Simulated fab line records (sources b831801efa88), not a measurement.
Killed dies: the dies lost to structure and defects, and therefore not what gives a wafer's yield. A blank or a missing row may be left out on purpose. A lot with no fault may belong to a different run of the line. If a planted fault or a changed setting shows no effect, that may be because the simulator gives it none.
Chamber matching    flow sky130    SKY_VIA1_ETCH_15 on rie-diel-04 has 4 sister chambers
The step etches SiO2 in C4F8/O2/Ar, stops on TiN, target depth 351 nm, time 54 s. 4 wafers are shown with their chamber, then 7 later ones without.

WAFERS, EACH WITH ITS CHAMBER
wafer   chamber  oes-product-au (a.u.)
L298.3  1        0.980
L299.2  0        0.981
L305.1  2        0.971
L305.3  3        0.985

WAFERS WHOSE CHAMBER IS MISSING
wafer   oes-product-au (a.u.)
L305.6  0.978
L314.1  0.983
L314.4  0.983
L314.6  0.978
L315.1  0.980
L315.4  0.984
L315.6  0.981

THE CHAMBER EACH PASSED THROUGH
wafer   from the rows above           in truth
L305.6  can't be placed: 1 or 0       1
L314.1  can't be placed: 0 or 3 or 1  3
L314.4  can't be placed: 0 or 3 or 1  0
L314.6  can't be placed: 1 or 0       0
L315.1  can't be placed: 1 or 0       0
L315.4  can't be placed: 3 or 0 or 1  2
L315.6  can't be placed: 0 or 1       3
Correct placement for 0 of the 7. From these rows, 7 cannot be placed; in 5 the true chamber is one of the candidates. Placed wrongly: 0.
How it was worked out, from the rows above alone: a wafer's distance from a chamber is the root of the sum, over the readings, of the square of ((its reading less the chamber's mean) divided by the reading's scatter). The wafer belongs to the nearest chamber; if the next one is less than 2 further off, it can't be placed. For every chamber, the mean is computed from those of its wafers that are shown. The scatter: root of mean squared gap, hidden wafer to nearest shown wafer, with one shown wafer a chamber.
